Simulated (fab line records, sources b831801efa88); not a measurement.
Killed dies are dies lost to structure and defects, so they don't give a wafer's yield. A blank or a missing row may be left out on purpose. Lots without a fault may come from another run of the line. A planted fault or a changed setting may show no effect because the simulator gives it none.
A sampling plan put to the test | flow gf180mcu | one fab line, 13 faults that these records tell of, each judged on the records of the lots that it struck
The plan is the line's own looks: the steps of the route at which a gauge or an inspection reads the wafer and doesn't change it. A look can be judged if struck wafers have a number there and the file gives its usual mean and standard deviation on fault-free wafers. Caught: at a look after the fault's first step, the mean of the struck wafers lies 4 or more of those standard deviations (sigma) from the usual mean. On the tool: the same test on the tool's own readings at the fault's steps. Another recipe on the struck wafers, or a record that is blank for them alone, also counts as caught.

THE FAULTS, as the simulator had put them in
1. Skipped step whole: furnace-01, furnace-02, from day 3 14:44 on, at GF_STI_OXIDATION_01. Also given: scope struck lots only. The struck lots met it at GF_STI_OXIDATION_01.
2. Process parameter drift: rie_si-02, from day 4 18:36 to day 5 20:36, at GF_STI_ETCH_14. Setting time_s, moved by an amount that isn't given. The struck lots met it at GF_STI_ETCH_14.
3. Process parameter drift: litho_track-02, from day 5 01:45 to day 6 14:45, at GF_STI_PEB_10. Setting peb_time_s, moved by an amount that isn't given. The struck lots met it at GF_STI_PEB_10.
4. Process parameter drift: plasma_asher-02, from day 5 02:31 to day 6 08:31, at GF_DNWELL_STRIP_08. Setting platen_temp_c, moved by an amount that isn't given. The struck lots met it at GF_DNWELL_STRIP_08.
5. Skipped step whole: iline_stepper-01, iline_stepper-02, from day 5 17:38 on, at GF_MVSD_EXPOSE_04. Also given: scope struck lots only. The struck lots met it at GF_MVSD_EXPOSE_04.
6. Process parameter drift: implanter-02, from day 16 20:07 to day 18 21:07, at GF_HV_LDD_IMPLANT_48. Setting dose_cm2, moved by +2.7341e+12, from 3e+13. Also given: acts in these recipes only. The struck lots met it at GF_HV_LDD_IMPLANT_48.
7. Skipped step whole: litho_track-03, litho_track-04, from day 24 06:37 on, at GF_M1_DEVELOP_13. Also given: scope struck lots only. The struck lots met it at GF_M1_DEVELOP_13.
8. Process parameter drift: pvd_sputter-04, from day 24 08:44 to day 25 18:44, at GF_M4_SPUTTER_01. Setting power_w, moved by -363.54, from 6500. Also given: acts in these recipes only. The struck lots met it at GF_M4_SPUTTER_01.
9. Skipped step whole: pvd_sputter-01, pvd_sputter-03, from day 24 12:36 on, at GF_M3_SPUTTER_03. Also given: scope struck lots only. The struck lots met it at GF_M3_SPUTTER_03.
10. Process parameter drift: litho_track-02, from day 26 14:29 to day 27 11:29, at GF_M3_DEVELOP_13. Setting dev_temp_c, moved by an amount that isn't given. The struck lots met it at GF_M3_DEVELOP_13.
11. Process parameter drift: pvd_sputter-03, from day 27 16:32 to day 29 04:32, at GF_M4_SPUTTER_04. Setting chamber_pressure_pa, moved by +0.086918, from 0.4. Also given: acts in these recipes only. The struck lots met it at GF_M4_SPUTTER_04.
12. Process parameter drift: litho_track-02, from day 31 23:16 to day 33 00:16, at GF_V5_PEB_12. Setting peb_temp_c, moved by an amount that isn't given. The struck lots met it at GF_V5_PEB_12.
13. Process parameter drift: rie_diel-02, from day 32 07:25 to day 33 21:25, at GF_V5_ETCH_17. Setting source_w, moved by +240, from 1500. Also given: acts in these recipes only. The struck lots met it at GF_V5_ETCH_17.

WHAT THE PLAN SAW
fault | on the tool itself                               | first look that catches it                      | reading, sigma | median hours from its first step to that look | hours from the fault's start to the first struck lot there | judged looks passed uncaught
1     | the tool's record is blank for the struck wafers | no look after it can be judged                  | -              | -                                             | -                                                          | 0
2     | run_length_s -22 sigma                           | none of the 2 looks that can be judged after it | -              | -                                             | -                                                          | 2
3     | heater_power_total_W +15 sigma                   | none of the 2 looks that can be judged after it | -              | -                                             | -                                                          | 2
4     | strip_time_to_endpoint_s +97 sigma               | no look after it can be judged                  | -              | -                                             | -                                                          | 0
5     | no reading that can be judged                    | not the one look that can be judged after it    | -              | -                                             | -                                                          | 1
6     | dose_ions_cm2 +93 sigma                          | no look after it can be judged                  | -              | -                                             | -                                                          | 0
7     | the tool's record is blank for the struck wafers | no look after it can be judged                  | -              | -                                             | -                                                          | 0
8     | cathode_dc_power_W -99 or beyond sigma           | not the one look that can be judged after it    | -              | -                                             | -                                                          | 1
9     | the tool's record is blank for the struck wafers | no look after it can be judged                  | -              | -                                             | -                                                          | 0
10    | developer_temp_C -7.0 sigma                      | not the one look that can be judged after it    | -              | -                                             | -                                                          | 1
11    | chamber_pressure_pa +99 or beyond sigma          | no look after it can be judged                  | -              | -                                             | -                                                          | 0
12    | heater_power_total_W +6.5 sigma                  | no look after it can be judged                  | -              | -                                             | -                                                          | 0
13    | rf_fwd_power_W +49 sigma                         | no look after it can be judged                  | -              | -                                             | -                                                          | 0
A dash: the fault isn't caught, or these records don't give the number.

Caught at a look: 0 of 13. Caught on the tool: 12 of 13. By one or the other: 12 of 13.
Caught on the tool alone: faults 1, 2, 3, 4, 6, 7, 8, 9, 10, 11, 12, 13.
Caught by neither: fault 5.
